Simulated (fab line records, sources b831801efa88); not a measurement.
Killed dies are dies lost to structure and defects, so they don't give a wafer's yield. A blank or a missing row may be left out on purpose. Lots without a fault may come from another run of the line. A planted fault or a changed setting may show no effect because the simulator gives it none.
Chamber matching | flow gf180mcu | GF_CONTACT_ETCH_17 on rie_diel-04: 4 sister chambers
The step etches SiO2 in C4F8/O2/Ar, stops on CoSi2, target depth 860 nm. 4 wafers are shown with their chamber, then 10 later ones without.

WAFERS WITH THEIR CHAMBER
wafer  | chamber | oes_product_au (a.u.)
L274.3 | 1       | 0.817
L274.4 | 3       | 0.809
L276.2 | 2       | 0.814
L276.5 | 0       | 0.818

WAFERS WITHOUT THEIR CHAMBER
wafer  | oes_product_au (a.u.)
L276.6 | 0.821
L279.1 | 0.813
L279.2 | 0.809
L279.6 | 0.818
L280.3 | 0.806
L280.4 | 0.821
L280.5 | 0.803
L281.2 | 0.811
L281.4 | 0.811
L281.6 | 0.805

WHICH CHAMBER EACH WENT THROUGH
wafer  | from the rows above               | in truth
L276.6 | can't be placed: 0 or 1 or 2      | 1
L279.1 | can't be placed: 2 or 3 or 1 or 0 | 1
L279.2 | can't be placed: 3 or 2           | 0
L279.6 | can't be placed: 0 or 1 or 2      | 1
L280.3 | can't be placed: 3 or 2           | 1
L280.4 | can't be placed: 0 or 1 or 2      | 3
L280.5 | can't be placed: 3 or 2           | 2
L281.2 | can't be placed: 3 or 2 or 1 or 0 | 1
L281.4 | can't be placed: 3 or 2 or 1 or 0 | 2
L281.6 | can't be placed: 3 or 2           | 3
Placed correctly: 0 of 10. Can't be placed from these rows: 10 (the true chamber is among the candidates in 7). Placed wrongly: 0.
How it was worked out, from the rows above alone: a wafer's distance from a chamber is the root of the sum, over the readings, of the square of ((its reading less the chamber's mean) divided by the reading's scatter). The wafer belongs to the nearest chamber; if the next one is less than 2 further off, it can't be placed. A chamber's mean is the mean of its shown wafers. The scatter: with one shown wafer a chamber, the root of the mean of the squares of how far each hidden wafer lies from its nearest shown one.
